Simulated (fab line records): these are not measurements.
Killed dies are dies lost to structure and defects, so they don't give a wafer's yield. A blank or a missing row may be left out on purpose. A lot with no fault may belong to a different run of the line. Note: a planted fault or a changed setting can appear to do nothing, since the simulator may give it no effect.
Which tool was responsible? ; flow gf180mcu ; Sampling: 10 lots, 30 wafers, 6 of 602 route steps

== WHAT THE GAUGES SHOWED, per wafer ==
GF_MVSD_OVL_MEAS_07. Usual: MVSD_OVL typically reads 0.0 nm, with standard deviation 1.3.
lot;measured;on;MVSD_OVL (nm);flag
L995;day 4 12:09;overlay-02;-0.4 2.2 2.4;
L996;day 4 18:42;overlay-01;0.0 -1.0 -1.4;
L999;day 5 12:44;overlay-01;-0.4 0.3 3.4;
L103;day 6 08:38;overlay-01;-0.3 -0.6 0.5;
L110;day 8 10:17;overlay-01;-0.3 0.7 1.7;
L111;day 8 13:20;overlay-02;0.2 -0.5 -1.3;
L112;day 8 23:09;overlay-01;-1.1 -0.4 1.3;
L115;day 9 07:24;overlay-02;-0.3 -0.3 1.5;
L116;day 9 11:40;overlay-01;3.5 1.1 1.9;
L118;day 10 02:27;overlay-02;-2.4 -1.8 -0.9;

GF_VT_IMPLANT_TW_MEAS_43. Usual: VT_IMPLANT_4_TW typically reads 694, with standard deviation 3.7.
lot;measured;on;VT_IMPLANT_4_TW;flag
L995;day 7 13:15;filmMetro-03;692 691 690;
L996;day 7 21:05;filmMetro-03;689 697 687;
L999;day 8 18:56;filmMetro-01;696 698 691;
L103;day 9 19:14;filmMetro-01;699 696 696;
L110;day 12 03:53;filmMetro-01;30 30 30;OFF
L111;day 12 08:20;filmMetro-01;30 30 30;OFF
L112;day 12 20:24;filmMetro-03;30 30 30;OFF
L115;day 13 06:05;filmMetro-04;690 690 689;
L116;day 13 10:02;filmMetro-01;701 694 696;
L118;day 14 03:29;filmMetro-03;697 698 699;

== WHICH TOOL RAN EACH LOT (tool, then ch and the chambers of the sampled wafers, then the start) ==
lot;GF_LVPWELL_STRIP_10;GF_VT_IMPLANT_STRIP_09;GF_VT_IMPLANT_STRIP_31;GF_VT_IMPLANT_STRIP_42
L995;plasmaAsher-02 ch 0,1, day 3 22:56;plasmaAsher-02 ch 0,1, day 5 15:55;plasmaAsher-03 ch 0,1, day 6 22:10;plasmaAsher-03 ch 0,1, day 7 13:10
L996;plasmaAsher-01 ch 0,1, day 4 05:16;plasmaAsher-03 ch 0,1, day 5 21:53;plasmaAsher-04 ch 0,1, day 7 05:02;plasmaAsher-04 ch 0,1, day 7 20:59
L999;plasmaAsher-01 ch 0,1, day 4 23:22;plasmaAsher-03 ch 0,1, day 6 18:47;plasmaAsher-02 ch 0,1, day 8 02:26;plasmaAsher-02 ch 0,1, day 8 18:50
L103;plasmaAsher-04 ch 0, day 5 18:25;plasmaAsher-04 ch 0,1, day 7 16:05;plasmaAsher-03 ch 0,1, day 9 01:53;plasmaAsher-02 ch 0,1, day 9 19:08
L110;plasmaAsher-02 ch 0,1, day 7 17:46;plasmaAsher-03 ch 0,1, day 9 21:08;plasmaAsher-03 ch 0,1, day 11 09:14;plasmaAsher-04 ch 0,1, day 12 03:47
L111;plasmaAsher-01 ch 0,1, day 7 20:23;plasmaAsher-04 ch 0,1, day 10 01:02;plasmaAsher-04 ch 0,1, day 11 13:35;plasmaAsher-03 ch 0,1, day 12 08:14
L112;plasmaAsher-01 ch 0,1, day 8 05:46;plasmaAsher-02 ch 0,1, day 10 11:05;plasmaAsher-04 ch 0,1, day 12 01:11;plasmaAsher-04 ch 0,1, day 12 20:17
L115;plasmaAsher-04 ch 0,1, day 8 14:22;plasmaAsher-04 ch 0,1, day 10 20:29;plasmaAsher-04 ch 0,1, day 12 10:41;plasmaAsher-04 ch 0,1, day 13 05:59
L116;plasmaAsher-01 ch 0,1, day 8 18:19;plasmaAsher-04 ch 0,1, day 10 23:08;plasmaAsher-02 ch 0,1, day 12 13:50;plasmaAsher-03 ch 0,1, day 13 09:56
L118;plasmaAsher-01 ch 0,1, day 9 08:29;plasmaAsher-04 ch 0,1, day 11 16:32;plasmaAsher-03 ch 0,1, day 13 06:56;plasmaAsher-03 ch 0,1, day 14 03:23
- GF_LVPWELL_STRIP_10: strips in O2/N2.
- GF_VT_IMPLANT_STRIP_09: strips in O2/N2.
- GF_VT_IMPLANT_STRIP_31: strips in O2/N2.
- GF_VT_IMPLANT_STRIP_42: strips in O2/N2.

== WHAT THE TOOLS THEMSELVES READ (means of the sampled wafers that have a number; where no wafer has one, the mark that the record gives instead) ==
GF_LVPWELL_STRIP_10. Usual: chamberPressureMTorr 1499.9 mTorr, standard deviation 1.4; drypumpMotorCurrentA 5.51 A, standard deviation 0.26; heaterPowerW 350 W, standard deviation 45; oesProductAu 0.723 a.u., standard deviation 0.0049; stripTimeToEndpointS 36.98 s, standard deviation 0.1.
lot;tool;chamberPressureMTorr (mTorr);drypumpMotorCurrentA (A);heaterPowerW (W);oesProductAu (a.u.);stripTimeToEndpointS (s);flag
L995;plasmaAsher-02;1499.1;5.55;296;0.721;36.82;
L996;plasmaAsher-01;1499.5;5.26;377;0.726;36.84;
L999;plasmaAsher-01;1499.8;5.42;350;0.727;37.07;
L103;plasmaAsher-04;1500.5;5.47;358;0.723;36.90;
L110;plasmaAsher-02;1501.3;5.59;324;0.723;36.88;
L111;plasmaAsher-01;1500.8;5.24;383;0.722;37.17;
L112;plasmaAsher-01;1498.8;5.23;388;0.721;36.99;
L115;plasmaAsher-04;1501.3;5.78;365;0.725;37.01;
L116;plasmaAsher-01;1501.5;5.42;358;0.718;36.92;
L118;plasmaAsher-01;1499.8;5.25;388;0.724;37.08;

GF_VT_IMPLANT_STRIP_09. Usual: chamberPressureMTorr 1500.0 mTorr, standard deviation 1.3; drypumpMotorCurrentA 5.7 A, standard deviation 0.3; heaterPowerW 344 W, standard deviation 37; oesProductAu 0.717 a.u., standard deviation 0.0044; stripTimeToEndpointS 12.57 s, standard deviation 0.039.
lot;tool;chamberPressureMTorr (mTorr);drypumpMotorCurrentA (A);heaterPowerW (W);oesProductAu (a.u.);stripTimeToEndpointS (s);flag
L995;plasmaAsher-02;1499.4;5.6;324;0.717;12.56;
L996;plasmaAsher-03;1500.9;6.0;355;0.720;12.62;
L999;plasmaAsher-03;1499.5;6.0;356;0.719;12.67;
L103;plasmaAsher-04;1500.4;5.6;362;0.715;12.60;
L110;plasmaAsher-03;1501.0;5.8;353;0.715;12.57;
L111;plasmaAsher-04;1499.6;5.6;362;0.714;12.61;
L112;plasmaAsher-02;1499.9;5.6;325;0.721;12.62;
L115;plasmaAsher-04;1500.4;5.8;369;0.719;12.52;
L116;plasmaAsher-04;1500.3;5.6;359;0.715;12.52;
L118;plasmaAsher-04;1501.9;5.6;363;0.719;12.59;

GF_VT_IMPLANT_STRIP_31. Usual: chamberPressureMTorr 1500.0 mTorr, standard deviation 1.4; drypumpMotorCurrentA 5.70 A, standard deviation 0.3; heaterPowerW 341 W, standard deviation 39; oesProductAu 0.715 a.u., standard deviation 0.0044; stripTimeToEndpointS 12.61 s, standard deviation 0.034.
lot;tool;chamberPressureMTorr (mTorr);drypumpMotorCurrentA (A);heaterPowerW (W);oesProductAu (a.u.);stripTimeToEndpointS (s);flag
L995;plasmaAsher-03;1499.5;6.05;357;0.717;12.54;
L996;plasmaAsher-04;1499.0;5.79;366;0.720;12.61;
L999;plasmaAsher-02;1499.0;5.54;297;0.712;12.62;
L103;plasmaAsher-03;1498.9;5.74;360;0.712;12.64;
L110;plasmaAsher-03;-;-;-;-;-;OFF
L111;plasmaAsher-04;-;-;-;-;-;OFF
L112;plasmaAsher-04;-;-;-;-;-;OFF
L115;plasmaAsher-04;1499.0;5.62;360;0.721;12.62;
L116;plasmaAsher-02;1498.9;5.56;294;0.718;12.61;
L118;plasmaAsher-03;1500.6;6.05;354;0.715;12.59;

GF_VT_IMPLANT_STRIP_42. Usual: chamberPressureMTorr 1500.1 mTorr, standard deviation 1.4; drypumpMotorCurrentA 5.8 A, standard deviation 0.34; heaterPowerW 348 W, standard deviation 31; oesProductAu 0.716 a.u., standard deviation 0.0043; stripTimeToEndpointS 12.62 s, standard deviation 0.038.
lot;tool;chamberPressureMTorr (mTorr);drypumpMotorCurrentA (A);heaterPowerW (W);oesProductAu (a.u.);stripTimeToEndpointS (s);flag
L995;plasmaAsher-03;1500.4;6.0;356;0.718;12.61;
L996;plasmaAsher-04;1500.4;5.8;368;0.715;12.57;
L999;plasmaAsher-02;1500.1;5.6;324;0.714;12.65;
L103;plasmaAsher-02;1500.0;5.5;296;0.719;12.66;
L110;plasmaAsher-04;1499.7;5.8;364;0.719;27.61;OFF
L111;plasmaAsher-03;1500.3;5.8;357;0.720;27.54;OFF
L112;plasmaAsher-04;1499.4;5.8;357;0.717;27.56;OFF
L115;plasmaAsher-04;1500.5;5.8;363;0.720;12.70;
L116;plasmaAsher-03;1500.4;6.0;355;0.718;12.64;
L118;plasmaAsher-03;1500.6;5.8;357;0.714;12.60;

== THE ANSWER, worked out from the rows above alone ==
Rule: take the mean of a lot's wafers that have a number; if it is more than 3 standard deviations from the usual mean, the lot is off. Also off: a lot with no number at a reading for which 4 or more lots have one. The other lots that the step has rows for count as sound. Order of review: gauges by route order, followed by the tools' own readings, for which a lot's mean as printed above is used. At the first step where some lot is off, the reading lying furthest off is the one used; lots without a number count as furthest.
Off: L110, L111, L112, at GF_VT_IMPLANT_TW_MEAS_43 (VT_IMPLANT_4_TW).
A tool fits if, at a process step before that reading, it ran every lot that is off, and no sound lot after the first of them. Not tried: the gauges at GF_VT_IMPLANT_TW_MEAS_43; whatever is off there is also off at GF_VT_IMPLANT_STRIP_31, on other tools, and gauge error can't account for it. No candidate that was tried fits.

== WHAT THE SIMULATOR HAD PUT IN ==
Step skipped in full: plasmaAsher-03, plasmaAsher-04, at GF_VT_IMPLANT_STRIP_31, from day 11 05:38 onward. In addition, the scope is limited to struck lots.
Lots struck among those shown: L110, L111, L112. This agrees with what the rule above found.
